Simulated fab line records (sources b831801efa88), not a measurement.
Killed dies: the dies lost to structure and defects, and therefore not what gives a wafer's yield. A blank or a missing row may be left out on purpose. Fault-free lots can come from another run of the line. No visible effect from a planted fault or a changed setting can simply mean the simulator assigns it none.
A lot that was struck, set against a sound lot | flow sky130 | 18 steps out of a route of 708
Sound: these wafers, L250.1, L250.2, L250.3. Wafers L241.2, L241.4, L241.6 were the ones struck. At the end, the cause is stated.
For every step that has rows: the tool of each side, followed by ch and its chambers, followed by its first start. Under that, the readings that differ: sound wafers | struck wafers | difference of the means | sigmas: that difference in standard deviations of wafers without a fault.
alike: a reading whose means differ by less than 2 such deviations, as well as words and numbers matching on both sides. not compared: withheld readings; readings where some wafer has no value; bounds like >300 that might hide an equal value; numbers whose values overlap and for which the record gives no deviation.
The two part at a step that has a row with sigmas, a row that says differs or no value, or rows on one side only. When numbers do not overlap yet have no deviation, they are printed without sigmas and do not part them. A reading missing from all wafers of one side parts the sides only when that side holds two or more wafers.

first, 3 steps without rows for these wafers: SKY_SONOS_ONO_WET_ETCH_18 (etches Si3N4 in H3PO4, target depth 15 nm, time 172 s); SKY_GATE_OXIDE_CLEAN_00 (cleans in SC1/SC2, time 150 s); SKY_GATE_OXIDE_OXIDATION_01 (stabilise 600 s, purge 300 s, target thk 10.268 nm).
SKY_GATE_OXIDE_THK_MEAS_02:
  sound on film metro-02, day 19 07:51; struck on film metro-02, day 15 21:32
  alike: GATE_OXIDE_OXIDATION_00_THK
then, 7 steps without rows for these wafers: SKY_GATE_OXIDE_DEHYDRATE_03 (time 60 s); SKY_GATE_OXIDE_HMDS_04 (prime time 60 s); SKY_GATE_OXIDE_COAT_05 (resist thk 1140 nm); SKY_GATE_OXIDE_SOFTBAKE_06 (time 60 s); SKY_GATE_OXIDE_EXPOSE_07 (exposes mask LVOM, target cd 600 nm); SKY_GATE_OXIDE_PEB_08; SKY_GATE_OXIDE_DEVELOP_09 (develop time 60 s).
SKY_GATE_OXIDE_OVL_MEAS_10:
  sound on overlay-02, day 20 15:29; struck on overlay-02, day 17 01:52
  alike: GATE_OXIDE_OVL
SKY_GATE_OXIDE_IMPLANT_11:
  sound on implanter-01 ch 0, day 20 15:31; struck on implanter-02 ch 0, day 17 01:55
  reading                   | sound               | struck            | difference | sigmas
  beam energy keV           | 9.998 10.003 10.000 | 8.471 8.470 8.472 | -1.529     | -99 or more
  model.implant.rp nm (nm)  | 33.33 33.33 33.33   | 29.69 29.69 29.69 | -3.64      |
  model.implant.drp nm (nm) | 17.11 17.11 17.11   | 15.24 15.24 15.24 | -1.87      |
then, 1 step without rows for these wafers: SKY_GATE_OXIDE_WET_ETCH_12 (etches SiO2 in dHF, target depth 16.8 nm, time 336 s).
SKY_GATE_OXIDE_STRIP_13: strips in O2/N2.
  sound on plasma asher-01 ch 0,1, day 20 15:46; struck on plasma asher-03 ch 0,1, day 17 02:15
  alike: drypump motor current A, oes product au, strip time to endpoint s
  not compared: rf hours counter h
SKY_GATE_OXIDE_TW_MEAS_14:
  sound on film metro-02, day 20 15:52; struck on film metro-02, day 17 02:22
  reading       | sound             | struck            | difference | sigmas
  GATE_OXIDE_TW | 225.9 225.9 226.1 | 217.6 216.2 218.0 | -8.7       | -7
then, 1 step without rows for these wafers: SKY_GATE_OXIDE_CLEAN_15 (cleans in SC1/SC2, time 150 s).
-- a jump in the record: the struck wafers' starts before and after are 32 days apart (it breaks off in module GATE_OXIDE and resumes in module PAD_OPEN, where the first step shown is number 708 of the route) --
SKY_PAD_OPEN_PROBE_99:
  sound on prober-02, day 50 12:25; struck on prober-01, day 48 18:23
  reading                                   | sound                   | struck                  | difference | sigmas
  model.etest.pfet_01v8_lvt.drive ua um     | 174.3 173.3 176.1       | 166.1 167.8 166.6       | -7.7       |
  model.etest.pfet_01v8_lvt.off log10 a um  | -8.749 -8.751 -8.531    | -9.653 -9.652 -9.633    | -0.969     |
  model.etest.pfet_01v8_lvt.vt sat v (V)    | -0.4324 -0.4373 -0.4323 | -0.4846 -0.4859 -0.4892 | -0.0526    |
  model.etest.pfet_01v8_lvt.vt v (V)        | -0.5227 -0.528 -0.5268  | -0.5628 -0.5656 -0.5694 | -0.0401    |
  model.etest.pfet_01v8_lvt.vt long v (V)   | -0.6451 -0.6462 -0.6493 | -0.6755 -0.6809 -0.6796 | -0.0318    |
  model.etest.nfet_01v8_lvt.vt long v (V)   | 0.4313 0.4403 0.4312    | 0.4568 0.4534 0.4545    | +0.0206    |
  model.etest.pfet_01v8_lvt.body rise v (V) | -0.2046 -0.2045 -0.2038 | -0.2006 -0.198 -0.1991  | +0.0051    |
  model.etest.pfet_01v8.body rise v (V)     | -0.1837 -0.1852 -0.1818 | -0.1931 -0.1938 -0.1943 | -0.0102    |
  alike: killed_at_M0_to_M3, killed_at_M4_up, killed at contacts, killed at front end, killed at other, killed dies, killed open, killed short

WHERE THEY PART
First at SKY_GATE_OXIDE_IMPLANT_11; last, within this record, at SKY_GATE_OXIDE_TW_MEAS_14. Later steps at which nothing parts them and some readings are alike: SKY_PAD_OPEN_PROBE_99.

WHY: what the simulator had put in
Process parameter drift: implanter-02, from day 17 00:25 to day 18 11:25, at SKY_GATE_OXIDE_IMPLANT_11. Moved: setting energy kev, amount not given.
